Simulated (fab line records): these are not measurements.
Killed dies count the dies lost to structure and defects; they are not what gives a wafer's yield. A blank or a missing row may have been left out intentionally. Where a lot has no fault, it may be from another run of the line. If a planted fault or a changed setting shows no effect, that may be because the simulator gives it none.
2 desks looking at one fault + flow gf180mcu + numbers are kept per desk, each desk with only its own; the story behind them comes last

== METROLOGY DESK ==
What the gauges read for every lot (on any tool): the sampled wafers with a number, averaged. Any lot whose mean is over 4 standard deviations away from the usual mean is out of limits and marked OUT; that distance is given in the brackets.
Columns: A = CONTACT_W_RS at GF_CONTACT_RS_MEAS_25, usual 0.382 ohm/sq; B = CONTACT_W_THK at GF_CONTACT_THK_MEAS_26, usual 284 nm; C = M1_ALCU_RS at GF_M1_RS_MEAS_05, usual 0.0693 ohm/sq; D = M1_ALCU_THK at GF_M1_THK_MEAS_06, usual 445 nm; E = V1_W_THK at GF_V1_THK_MEAS_25, usual 332 nm
| lot  | first seen here | A                | B              | C      | D   | E   |
|------|-----------------|------------------|----------------|--------|-----|-----|
| L728 | day 16 13:25    | 0.384            | 281            | 0.0690 | 448 | 321 |
| L729 | day 16 13:46    | 0.381            | 286            | 0.0695 | 443 | 338 |
| L731 | day 17 20:37    | 0.381            | 285            | 0.0697 | 440 | 342 |
| L732 | day 17 21:41    | 0.379            | 289            | 0.0697 | 443 | 325 |
| L733 | day 18 17:35    | 0.384            | 283            | 0.0689 | 447 | 336 |
| L734 | day 18 19:11    | 0.384            | 281            | 0.0681 | 456 | 327 |
| L735 | day 19 01:47    | 0.384            | 281            | 0.0705 | 437 | 336 |
| L736 | day 19 14:20    | 0.386            | 279            | 0.0690 | 449 | 335 |
| L742 | day 21 21:07    | 0.383            | 284            | 0.0704 | 442 | 331 |
| L744 | day 22 12:40    | 0.378            | 289            | 0.0693 | 444 | 328 |
| L745 | day 22 16:43    | 0.346 (-7.8) OUT | 320 (+9.1) OUT | 0.0690 | 445 | 327 |
| L749 | day 23 23:21    | 0.382            | 282            | 0.0696 | 441 | 334 |
This desk's result: L745 out of limits, first on L745 (CONTACT_W_RS at GF_CONTACT_RS_MEAS_25), day 22 16:43. L728, L729, L731, L732, L733, L734, L735, L736, L742, L744, L749 stayed within limits.

== AT THE TOOL OWNER'S DESK: cvd_w-02 ==
The tool's own readings at GF_CONTACT_CVD_24 (deposits W, target thk 300 nm, time 90.339 s): means of the sampled wafers that have a number, for each lot that ran on this tool. Any lot whose mean is over 4 standard deviations away from the usual mean is out of limits and marked OUT; that distance is given in the brackets.
Columns: A = chamber_pressure_Torr at GF_CONTACT_CVD_24, usual 40.00 Torr; B = heater_power_w at GF_CONTACT_CVD_24, usual 782 W
| lot  | first seen here | A     | B   |
|------|-----------------|-------|-----|
| L729 | day 16 13:38    | 40.03 | 890 |
| L732 | day 17 21:35    | 40.03 | 808 |
| L733 | day 18 17:28    | 40.01 | 815 |
| L735 | day 19 01:41    | 39.92 | 800 |
| L736 | day 19 14:14    | 39.92 | 800 |
| L745 | day 22 16:35    | 39.96 | 804 |
Result from this desk: across the 6 lots, nothing is out of limits.

== PUT TOGETHER ==
Metrology desk: alarm possible at day 22 16:43 on L745.
The desk of the tool owner found nothing out of limits.
The tool owner's desk has L745 on record, within its limits.
The lots listed all ran GF_CONTACT_CVD_24 on cvd_w-02.

== WHAT THE SIMULATOR PUT IN ==
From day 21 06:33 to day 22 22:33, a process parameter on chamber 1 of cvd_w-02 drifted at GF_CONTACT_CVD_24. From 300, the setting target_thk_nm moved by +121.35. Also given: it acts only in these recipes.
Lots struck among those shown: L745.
Delay in hours, fault start to first out-of-limits reading, per desk: metrology desk 34.
